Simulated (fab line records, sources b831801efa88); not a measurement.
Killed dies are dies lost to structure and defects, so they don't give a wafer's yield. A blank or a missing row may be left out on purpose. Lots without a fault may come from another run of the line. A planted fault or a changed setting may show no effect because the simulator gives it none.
Which tool did it? | flow sky130 | 11 lots, 33 wafers sampled, at 1 step of a route of 708

WHAT THE GAUGES READ, wafer by wafer
SKY_POLY_GATE_THK_MEAS_04.
lot  | measured     | on            | POLY_GATE_CVD_03_THK (nm)
L634 | day 15 02:32 | film_metro-02 | 74.7 74.8 75.0
L635 | day 15 11:20 | film_metro-02 | 74.5 73.9 74.1
L636 | day 15 15:31 | film_metro-02 | 74.3 74.0 73.9
L640 | day 17 03:53 | film_metro-02 | 73.1 74.2 74.3
L641 | day 17 19:55 | film_metro-02 | 73.8 74.4 74.3
L642 | day 18 11:53 | film_metro-03 | 74.6 73.9 73.9
L644 | day 18 21:19 | film_metro-02 | 74.9 75.3 74.8
L645 | day 19 01:50 | film_metro-03 | 74.8 75.2 74.4
L648 | day 20 04:59 | film_metro-01 | 74.3 74.8 74.6
L651 | day 21 13:07 | film_metro-01 | 75.1 74.8 75.3
L656 | day 23 04:08 | film_metro-03 | 73.6 74.2 74.2

WHICH TOOL RAN EACH LOT (tool, then ch and the chambers of the sampled wafers, then the start)
The record holds no process step before these readings.

THE ANSWER, worked out from the rows above alone
Rule: what is usual is taken from the lots themselves. Put in order of their means at a reading, lots are off if they are a third of the lots or fewer, leave a main group of 4 or more, and stand apart from it by a gap of 3 or more times the standard deviation of the main group's means; of several such gaps the widest counts. A main group whose means are all the same, to the digits that the tables above print for the reading, isn't used. A lot without any number at a reading at which 4 lots or more have one is off too. The other lots that the step has rows for count as sound.
No lot is off at any reading shown: from this, nothing can be told.

WHAT THE SIMULATOR HAD PUT IN
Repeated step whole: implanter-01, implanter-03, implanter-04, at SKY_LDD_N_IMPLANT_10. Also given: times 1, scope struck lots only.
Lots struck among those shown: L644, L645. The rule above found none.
